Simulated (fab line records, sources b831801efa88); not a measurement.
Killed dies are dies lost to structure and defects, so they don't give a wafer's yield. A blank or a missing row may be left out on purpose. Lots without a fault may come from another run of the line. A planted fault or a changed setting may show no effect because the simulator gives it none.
Chamber matching | flow gf180mcu | GF_V3_ETCH_16 on rie_diel-04: 4 sister chambers
The step etches BARC in N2/H2. 8 wafers are shown with their chamber, then 9 later ones without.

WAFERS WITH THEIR CHAMBER
wafer  | chamber | drypump_motor_current_A (A) | oes_product_au (a.u.)
L083.4 | 3       | 5.4                         | 0.861
L084.1 | 3       | 5.5                         | 0.857
L088.1 | 0       | 5.4                         | 0.854
L088.3 | 2       | 5.2                         | 0.852
L088.4 | 1       | 6.2                         | 0.861
L089.2 | 0       | 5.4                         | 0.857
L089.3 | 1       | 6.2                         | 0.863
L089.5 | 2       | 5.2                         | 0.849

WAFERS WITHOUT THEIR CHAMBER
wafer  | drypump_motor_current_A (A) | oes_product_au (a.u.)
L090.3 | 5.5                         | 0.854
L090.4 | 6.2                         | 0.857
L090.6 | 6.2                         | 0.856
L096.3 | 5.4                         | 0.846
L096.5 | 5.2                         | 0.854
L096.6 | 5.4                         | 0.853
L097.1 | 6.2                         | 0.859
L097.2 | 5.4                         | 0.854
L097.4 | 5.2                         | 0.854

WHICH CHAMBER EACH WENT THROUGH
wafer  | from the rows above          | in truth
L090.3 | can't be placed: 3 or 0      | 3
L090.4 | 1                            | 1
L090.6 | 1                            | 1
L096.3 | can't be placed: 0 or 2 or 3 | 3
L096.5 | 2                            | 2
L096.6 | can't be placed: 0 or 3      | 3
L097.1 | 1                            | 1
L097.2 | 0                            | 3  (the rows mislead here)
L097.4 | 2                            | 2
Placed correctly: 5 of 9. Can't be placed from these rows: 3 (the true chamber is among the candidates in 3). Placed wrongly: 1.
How it was worked out, from the rows above alone: a wafer's distance from a chamber is the root of the sum, over the readings, of the square of ((its reading less the chamber's mean) divided by the reading's scatter). The wafer belongs to the nearest chamber; if the next one is less than 2 further off, it can't be placed. A chamber's mean is the mean of its shown wafers. The scatter: the root of (the sum of the squares of (reading less its chamber's mean) over the shown wafers, divided by (wafers less chambers)).
